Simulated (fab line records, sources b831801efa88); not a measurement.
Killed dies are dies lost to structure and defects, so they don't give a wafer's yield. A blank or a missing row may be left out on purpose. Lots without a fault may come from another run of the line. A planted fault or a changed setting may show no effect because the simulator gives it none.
Which tool did it? | flow gf180mcu | 13 lots, 37 wafers sampled, at 2 steps of a route of 602

WHAT THE GAUGES READ, wafer by wafer
GF_STI_THK_MEAS_30. Usual: STI_OXIDATION_02_THK 9.90 nm, standard deviation 0.18.
lot  | measured    | on            | STI_OXIDATION_02_THK (nm) | flag
L538 | day 3 01:44 | film_metro-04 | 9.72 9.75 9.73            |
L536 | day 3 01:47 | film_metro-04 | 9.59 9.65 9.62            |
L541 | day 3 09:07 | film_metro-01 | 10.15 10.16 9.99          |
L544 | day 3 22:02 | film_metro-01 | 9.86 10.09                |
L546 | day 4 08:42 | film_metro-02 | 10.16 10.15               |
L547 | day 4 13:15 | film_metro-02 | 9.96 9.67 9.85            |
L551 | day 5 11:05 | film_metro-04 | 9.75 9.68 9.51            |
L553 | day 5 20:11 | film_metro-02 | 9.68 9.82 9.81            |
L554 | day 6 00:37 | film_metro-02 | 9.90 9.86 9.94            |
L555 | day 6 05:31 | film_metro-04 | 10.07 9.99 9.87           |
L556 | day 6 13:28 | film_metro-01 | 10.16 10.30 9.95          |
L558 | day 6 22:55 | film_metro-02 | 9.78 9.81 9.71            |
L559 | day 7 03:33 | film_metro-02 | 9.93 10.12 10.06          |

GF_HV_LDD_OVL_MEAS_08. Usual: HV_LDD_OVL 0.1 nm, standard deviation 1.6.
lot  | measured     | on         | HV_LDD_OVL (nm) | flag
L538 | day 10 13:44 | overlay-01 | 1.9 0.2 2.8     |
L536 | day 10 16:07 | overlay-02 | 3.9 3.5 3.3     |
L541 | day 10 21:43 | overlay-02 | -1.0 -1.4 -0.9  |
L544 | day 11 16:16 | overlay-02 | 0.7 1.2         |
L546 | day 12 03:52 | overlay-02 | 0.4 -0.5        |
L547 | day 12 12:09 | overlay-02 | 1.0 0.9 2.9     |
L551 | day 13 20:37 | overlay-01 | -0.5 -0.6 0.7   |
L553 | day 14 09:52 | overlay-01 | 0.8 2.4 -0.2    |
L554 | day 14 19:37 | overlay-02 | -1.3 2.0 -1.2   |
L555 | day 14 23:55 | overlay-01 | 0.2 3.1 1.8     |
L556 | day 15 12:51 | overlay-02 | -2.8 -1.7 -3.5  |
L558 | day 16 05:04 | overlay-02 | -0.9 1.1 -0.9   |
L559 | day 16 11:22 | overlay-01 | 0.7 0.5 1.8     |

WHICH TOOL RAN EACH LOT (tool, then ch and the chambers of the sampled wafers, then the start)
The record holds no process step before these readings.

WHAT THE TOOLS THEMSELVES READ (means of the sampled wafers that have a number; where no wafer has one, the mark that the record gives instead)
The record holds no such reading with a usual standard deviation.

THE ANSWER, worked out from the rows above alone
Rule: a lot is off if the mean of its wafers that have a number lies more than 3 standard deviations from the usual mean. A lot without any number at a reading at which 4 lots or more have one is off too. The other lots that the step has rows for count as sound. The gauges are gone through in route order, then the tools' own readings, and for those a lot's mean is taken as printed above. The first step at which some lot is off is used, and at that step the reading that is off furthest; a lot without a number counts as furthest.
No lot is off at any reading shown: from this, nothing can be told.

WHAT THE SIMULATOR HAD PUT IN
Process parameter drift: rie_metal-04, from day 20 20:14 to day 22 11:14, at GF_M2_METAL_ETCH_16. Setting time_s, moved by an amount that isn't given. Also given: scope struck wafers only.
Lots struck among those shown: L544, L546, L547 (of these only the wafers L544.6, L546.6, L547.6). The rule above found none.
